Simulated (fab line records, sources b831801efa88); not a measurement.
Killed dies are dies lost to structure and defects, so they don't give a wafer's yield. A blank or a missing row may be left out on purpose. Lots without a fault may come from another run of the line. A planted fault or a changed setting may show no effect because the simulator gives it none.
One fault seen from 2 desks | flow gf180mcu | each desk has only its own numbers; what lay behind them comes last

THE METROLOGY DESK
What the gauges read, lot by lot, whatever tool the lot ran on: means of the sampled wafers that have a number. A lot is out of limits, marked OUT, if its mean lies more than 4 standard deviations from the usual mean; the brackets give that distance.
Columns: A = cd_nm at GF_CONTACT_CD_MEAS_14, usual 220.0 nm; B = CONTACT_OVL at GF_CONTACT_OVL_MEAS_15, usual 3 nm; C = CONTACT_W_RS at GF_CONTACT_RS_MEAS_25, usual 0.384 ohm/sq
lot  | first seen here | A     | B  | C
L500 | day 15 23:31    | 218.5 | 2  | 0.387
L503 | day 17 03:26    | 219.2 | 5  | 0.385
L505 | day 17 21:58    | 220.5 | 4  | 0.386
L515 | day 21 12:02    | 218.5 | 1  | 0.372
L519 | day 22 20:28    | 220.7 | -2 | 0.373
L523 | day 24 04:22    | 218.5 | 4  | 0.383
This desk's finding: nothing out of limits on any of the 6 lots.

THE TOOL OWNER'S DESK: cvd_w-01
The tool's own readings at GF_CONTACT_CVD_24 (deposits W, target thk 300 nm, time 90.339 s): means of the sampled wafers that have a number, for each lot that ran on this tool. A lot is out of limits, marked OUT, if its mean lies more than 4 standard deviations from the usual mean; the brackets give that distance.
Columns: A = heater_power_w at GF_CONTACT_CVD_24, usual 899 W; B = susceptor_temp_C at GF_CONTACT_CVD_24, usual 399.97 C
lot  | first seen here | A   | B
L503 | day 17 04:08    | 964 | 399.98
L515 | day 21 12:44    | 980 | 400.06
L519 | day 22 21:12    | 967 | 400.08
This desk's finding: nothing out of limits on any of the 3 lots.

PUT TOGETHER
The metrology desk saw nothing out of limits.
The tool owner's desk saw nothing out of limits.

WHAT THE SIMULATOR HAD PUT IN
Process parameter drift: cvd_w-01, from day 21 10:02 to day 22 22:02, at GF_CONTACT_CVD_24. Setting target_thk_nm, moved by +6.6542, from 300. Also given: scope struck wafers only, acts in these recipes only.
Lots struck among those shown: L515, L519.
